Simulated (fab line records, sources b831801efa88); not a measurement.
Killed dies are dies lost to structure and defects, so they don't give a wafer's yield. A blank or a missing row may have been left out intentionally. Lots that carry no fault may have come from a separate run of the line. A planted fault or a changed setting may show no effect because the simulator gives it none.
The same fault as seen by 2 desks + flow gf180mcu + each desk holds nothing but its own numbers, with what lay behind them at the end
Where a reading is given only as a bound, like >300, the bound stands for it, and a mean or a difference that rests on one is marked > or <: the true number lies beyond.

== TOOL OWNER'S DESK, pvd sputter-02 ==
The tool's own readings at GF_SALICIDE_SPUTTER_03 (material TiN, target thk 20 nm, time 16.7 s): means of the sampled wafers that have a number, for each lot that ran on this tool. A lot is out of limits, marked OUT, if its mean lies more than 4 standard deviations from the usual mean; the brackets give that distance.
Columns: A = cathode dc power W at GF_SALICIDE_SPUTTER_03, usual 6500.0 W; B = chamber pressure pa at GF_SALICIDE_SPUTTER_03, usual 0.4000 Pa; C = throttle valve pct at GF_SALICIDE_SPUTTER_03, usual 30.0 %
| lot  | first seen here | A      | B      | C    |
|------|-----------------|--------|--------|------|
| L164 | day 17 08:59    | 6499.4 | 0.3996 | 30.0 |
| L165 | day 17 16:32    | 6500.5 | 0.3998 | 30.2 |
| L166 | day 18 00:22    | 6500.3 | 0.4004 | 29.5 |
| L167 | day 18 04:28    | 6500.3 | 0.4006 | 30.0 |
| L169 | day 19 08:07    | 6501.0 | 0.4000 | 30.0 |
| L178 | day 22 07:15    | 6501.0 | 0.4000 | 29.6 |
| L179 | day 22 17:13    | 6499.2 | 0.3996 | 29.6 |
Finding of this desk: none of the 7 lots has anything out of limits.

== THE METROLOGY DESK ==
Means of the sampled wafers that have a number, per lot and without regard to the tool the lot ran on: this is what the gauges read. A lot is out of limits, marked OUT, if its mean lies more than 4 standard deviations from the usual mean; the brackets give that distance.
Columns: A = SALICIDE_TIN_RS at GF_SALICIDE_RS_MEAS_04, usual 16.49 ohm/sq; B = SALICIDE_TIN_THK at GF_SALICIDE_THK_MEAS_05, usual 20.19 nm; C = CONTACT_OVL at GF_CONTACT_OVL_MEAS_15, usual 10 nm; D = M1_ALCU_THK at GF_M1_THK_MEAS_06, usual 442 nm; E = M1_OVL at GF_M1_OVL_MEAS_15, usual -3 nm
| lot  | first seen here | A               | B                | C  | D   | E  |
|------|-----------------|-----------------|------------------|----|-----|----|
| L161 | day 16 12:35    | 16.18           | 20.17            | 15 | 436 | -5 |
| L162 | day 16 21:30    | 15.99           | 20.28            | 8  | 450 | -5 |
| L164 | day 17 09:03    | 16.73           | 20.11            | 10 | 440 | 2  |
| L165 | day 17 16:37    | 16.50           | 20.04            | 11 | 445 | -2 |
| L166 | day 18 00:25    | 16.51           | 20.30            | 8  | 441 | -3 |
| L167 | day 18 04:30    | 16.45           | 20.21            | 13 | 438 | -6 |
| L169 | day 19 08:09    | 16.59           | 20.16            | 10 | 448 | -2 |
| L173 | day 20 18:24    | 27.92 (+39) OUT | <0.00 (<-92) OUT | -  | -   | -  |
| L174 | day 20 22:24    | 27.89 (+39) OUT | <0.00 (<-92) OUT | -  | -   | -  |
| L178 | day 22 07:17    | 16.45           | 19.97            | 14 | 440 | -3 |
| L179 | day 22 17:15    | 16.43           | 20.39            | 25 | 445 | -4 |
| L180 | day 22 21:57    | 16.27           | 20.38            | 3  | 442 | -5 |
| L181 | day 23 06:16    | 16.25           | 20.05            | 6  | 439 | -3 |
This desk finds L173, L174 out of limits, with the earliest case on L173 at day 20 18:24 (SALICIDE_TIN_RS at GF_SALICIDE_RS_MEAS_04). In limits: L161, L162, L164, L165, L166, L167, L169, L178, L179, L180, L181.

== ALL TOGETHER ==
The metrology desk could have raised an alarm at day 20 18:24, on L173, L174.
The desk of the tool owner found nothing out of limits.
The tool owner's desk has no number on record for L173, L174.
Of the lots named, all ran GF_SALICIDE_SPUTTER_03 on pvd sputter-02.

== WHAT HAD BEEN PUT IN BY THE SIMULATOR ==
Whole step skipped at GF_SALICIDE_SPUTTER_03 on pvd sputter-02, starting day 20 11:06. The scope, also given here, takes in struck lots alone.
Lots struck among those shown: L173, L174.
Time in hours between the start of the fault and the first out-of-limits reading at each desk: metrology desk, 7.
